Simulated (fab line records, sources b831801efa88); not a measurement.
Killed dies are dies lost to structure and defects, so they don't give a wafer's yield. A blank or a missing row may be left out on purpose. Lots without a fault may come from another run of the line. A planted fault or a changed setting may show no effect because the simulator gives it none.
Which tool did it? | flow gf180mcu | 6 lots, 18 wafers sampled, at 4 steps of a route of 602

WHAT THE GAUGES READ, wafer by wafer
GF_NSD_CD_MEAS_07: target cd 400 nm.
lot  | measured     | on        | cd_nm (nm)
L543 | day 13 18:07 | cd_sem-01 | 398.9 397.7 398.2
L546 | day 14 23:16 | cd_sem-02 | 398.0 399.3 400.1
L555 | day 17 16:25 | cd_sem-01 | 408.4 410.6 409.5 408.6 410.0 409.4
L558 | day 19 07:52 | cd_sem-02 | 398.8 401.3 401.2
L562 | day 20 11:39 | cd_sem-01 | 400.6 399.2 400.9
L564 | day 20 21:58 | cd_sem-01 | 396.6 397.2 397.8

WHICH TOOL RAN EACH LOT (tool, then ch and the chambers of the sampled wafers, then the start)
lot  | GF_HV_LDD_STRIP_37                   | GF_HV_LDD_STRIP_49                   | GF_NSD_DEVELOP_06
L543 | plasma_asher-01 ch 0,1, day 11 22:13 | plasma_asher-03 ch 0,1, day 12 17:58 | litho_track-01 ch 0, day 13 17:58
L546 | plasma_asher-01 ch 0,1, day 13 02:44 | plasma_asher-01 ch 0,1, day 13 23:08 | litho_track-04 ch 0, day 14 23:07
L555 | plasma_asher-01 ch 0,1, day 15 16:17 | plasma_asher-03 ch 0,1, day 16 15:05 | litho_track-04 ch 0, day 17 16:16
L558 | plasma_asher-01 ch 0, day 17 04:46   | plasma_asher-01 ch 0,1, day 18 03:39 | litho_track-03 ch 0, day 19 07:44
L562 | plasma_asher-03 ch 0, day 18 08:23   | plasma_asher-01 ch 1, day 19 08:43   | litho_track-03 ch 0, day 20 11:30
L564 | plasma_asher-03 ch 0,1, day 18 16:50 | plasma_asher-03 ch 0,1, day 19 17:57 | litho_track-01 ch 0, day 20 21:49
- GF_HV_LDD_STRIP_37: strips in O2/N2.
- GF_HV_LDD_STRIP_49: strips in O2/N2.
- GF_NSD_DEVELOP_06: develop time 60 s.

THE ANSWER, worked out from the rows above alone
Rule: what is usual is taken from the lots themselves. Put in order of their means at a reading, lots are off if they are a third of the lots or fewer, leave a main group of 4 or more, and stand apart from it by a gap of 3 or more times the standard deviation of the main group's means; of several such gaps the widest counts. A main group whose means are all the same, to the digits that the tables above print for the reading, isn't used. A lot without any number at a reading at which 4 lots or more have one is off too. The other lots that the step has rows for count as sound.
Off: L555, at GF_NSD_CD_MEAS_07 (cd_nm). The main group: mean 399.1 nm, standard deviation 1.2.
A tool fits if, at a process step before that reading, it ran every lot that is off, and no sound lot after the first of them. The gauges at GF_NSD_CD_MEAS_07 are tried like those tools. One fits: litho_track-04 at GF_NSD_DEVELOP_06. Its last sound lot is L546 (day 14 23:07), its first lot that is off L555 (day 17 16:16): a fault that began between those two fits.

WHAT THE SIMULATOR HAD PUT IN
Process parameter drift: litho_track-04, from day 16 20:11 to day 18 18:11, at GF_NSD_DEVELOP_06. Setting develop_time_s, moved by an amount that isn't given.
Lots struck among those shown: L555. The rule above found the same.
